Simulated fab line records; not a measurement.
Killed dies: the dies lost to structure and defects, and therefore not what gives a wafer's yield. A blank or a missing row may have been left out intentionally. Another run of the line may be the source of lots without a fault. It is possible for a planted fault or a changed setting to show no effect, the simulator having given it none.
Problem report, 8D (eight disciplines) form, completed by code + flow sky130 + the parts of the form that need people (team, actions taken, sign-off) are left out

== 1. WHAT WENT WRONG ==
Mean SONOS_ONO_OXIDATION_THK at SKY_SONOS_ONO_THK_MEAS_01: 2.16 nm over 6 wafers in 2 lots; fault-free wafers: 2.61 nm, standard deviation 0.053. That puts it -8.6 standard deviations away from the usual mean.
Earliest sighting: wafer L604.1 on film-metro-03 at day 14 10:59. The record has a number at this step for 36 wafers belonging to 12 lots. Rule for "out", or "out of limits": more than 4 standard deviations from the usual mean. All remaining wafers that have a number are taken as sound.

== 2. WHAT IT IS AND WHAT IT IS NOT ==
| question                    | is                           | is not                                                                                                  |
|-----------------------------|------------------------------|---------------------------------------------------------------------------------------------------------|
| which readings at this step | SONOS_ONO_OXIDATION_THK      | -                                                                                                       |
| which lots                  | L604, L605                   | L597, L598, L600, L606, L611, L612, L615, L616, L617, L618                                              |
| which wafers of those lots  | all that have a number       | -                                                                                                       |
| read on which gauges        | film-metro-01, film-metro-03 | film-metro-04                                                                                           |
| when                        | from day 14 10:59            | up to then (9 sound wafers); but 21 sound wafers of L606, L611, L612, L615, L616, L617, L618 came after |

== 3. WHAT RULES OUT EACH SUSPECT ==
Counting: a tool stays on the suspect list if, at a process step up to the reading, it processed all lots that are out and no sound lot following the first of them.
- the gauge at SKY_SONOS_ONO_THK_MEAS_01: ruled out. 2 gauges (film-metro-01, film-metro-03) read the wafers that are out.
- furnace-02 at SKY_SONOS_ONO_OXIDATION_00 (stabilise 600 s, purge 300 s, target thk 2.6 nm): ruled out as a lasting fault. Following L604 (day 14 09:38), the first lot on it that is out, the sound lots L615, L616, L617, L618 were run on it.
Left after counting: nothing in the record.

== 4. THE CAUSE (what the simulator had put in) ==
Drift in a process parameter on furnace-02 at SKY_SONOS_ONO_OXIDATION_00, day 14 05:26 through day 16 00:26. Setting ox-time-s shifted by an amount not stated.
It was ruled out by counting, in error; the rule expects a fault to strike all lots run on its tool from its start on, and this fault did not.

== 5. THE EFFECT CHAIN, in route order ==
Each row: a reading where the mean over the struck wafers with a number is more than 3 standard deviations away from the usual. Scope: only readings with a usual standard deviation given in the record; hours: median across lots of the time from each lot's start at the first step in this table that gives one to its start at this step; sigmas: change in usual standard deviations.
| hours | step                      | reading                 | usual   | on struck wafers | change | sigmas |
|-------|---------------------------|-------------------------|---------|------------------|--------|--------|
| 0     | SKY_SONOS_ONO_THK_MEAS_01 | SONOS_ONO_OXIDATION_THK | 2.61 nm | 2.16             | -0.45  | -8.6   |
Later steps that measure or inspect, where all struck wafers having a row at the step show a number for every such reading and not one has moved that far: SKY_RES_PROTECT_TW_MEAS_08.

== 6. WHAT WOULD HAVE CAUGHT IT SOONER ==
The first out-of-limits reading at a measuring or inspecting step in this record came at day 14 10:59, 6 hours after the fault's start at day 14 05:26.
Of the tool readings at SKY_SONOS_ONO_OXIDATION_00 for which the record gives a usual standard deviation, none was out on any struck wafer, so an alarm limit of 4 standard deviations on them would not have fired.
